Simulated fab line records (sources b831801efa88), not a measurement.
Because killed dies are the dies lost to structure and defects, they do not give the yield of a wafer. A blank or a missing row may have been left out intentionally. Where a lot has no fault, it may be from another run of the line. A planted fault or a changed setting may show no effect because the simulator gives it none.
8D (eight disciplines) problem report, filled in by code -- flow sky130 -- the parts of the form that need people (team, actions taken, sign-off) are left out

1. WHAT WENT WRONG
chamber-pressure-pa at SKY_METAL3_SPUTTER_02 reads a mean of 0.4742 Pa on 1 wafer of 1 lot; wafers without a fault read 0.4000 Pa with a standard deviation of 0.00077. That puts it +96 standard deviations away from the usual mean.
The step: material AlCu, target thk 735 nm, time 39.1 s.
The first sign was on wafer L937.3 at day 42 08:59, on pvd-sputter-04. The record has a number at this step for 33 wafers belonging to 11 lots. Rule for "out" (also "out of limits"): further than 4 standard deviations from the usual mean. The other wafers with a number count as sound.

2. WHAT IT IS, WHAT IT ISN'T
question,is,is not
which readings at this step,chamber-pressure-pa,throttle-valve-pct
which lots,L937,"L919, L921, L924, L926, L929, L930, L931, L939, L940, L941"
which wafers of those lots,L937.3,"L937.1, L937.2"
read on which tools,pvd-sputter-04,"pvd-sputter-02, pvd-sputter-03"
when,from day 42 08:59,"up to then (23 sound wafers); but 9 sound wafers of L939, L940, L941 came after"

3. THE SUSPECTS, EACH WITH WHAT RULES IT OUT
Counting: if a tool at a process step up to the reading ran every lot that is out, it stays a suspect. Sound lots after the first of them don't rule it out here, since some wafers of a struck lot are sound.
- pvd-sputter-02 at SKY_VIA2_SPUTTER_20 (material TiN, target thk 20 nm, time 80 s): kept. It ran the lot that is out, L937 (day 42 08:16).
- pvd-sputter-04 at SKY_METAL3_SPUTTER_02 (material AlCu, target thk 735 nm, time 39.1 s): kept. It processed L937, the lot that is out, at day 42 08:59, and its most recent sound lot before then was L931 at day 40 21:05. Its own readings are out on those wafers: chamber-pressure-pa.
What counting leaves: pvd-sputter-02 at SKY_VIA2_SPUTTER_20 and pvd-sputter-04 at SKY_METAL3_SPUTTER_02.

4. THE CAUSE (what the simulator had put in)
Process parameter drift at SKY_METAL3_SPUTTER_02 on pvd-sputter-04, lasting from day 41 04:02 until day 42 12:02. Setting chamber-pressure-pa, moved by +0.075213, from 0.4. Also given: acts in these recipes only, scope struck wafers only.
Counting leaves 2 suspects; this tool is one of them.

5. THE CHAIN OF EFFECTS, in route order
Each row: a reading where the mean over the struck wafers with a number is more than 3 standard deviations away from the usual. Only readings whose record carries a usual standard deviation are examined. hours: median over the lots of the time between each lot's start at the first step of this table that gives one and its start at this step. sigmas: the change, counted in usual standard deviations.
hours,step,reading,usual,on struck wafers,change,sigmas
0,SKY_METAL3_SPUTTER_02,chamber-pressure-pa,0.4000 Pa,0.4742,+0.0742,+96
47,SKY_METAL3_METAL_ETCH_18,oes-product-au,0.865 a.u.,0.836,-0.029,-3.8
It contains these process steps:
- SKY_METAL3_SPUTTER_02: material AlCu, target thk 735 nm, time 39.1 s.
- SKY_METAL3_METAL_ETCH_18: etches the open film in Cl2/BCl3, stops on SiO2, target depth 845 nm, time 183.1 s.

6. HOW IT WOULD HAVE BEEN CAUGHT EARLIER
First out-of-limits reading in this record: day 42 08:59, which is 29 hours after fault onset at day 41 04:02.
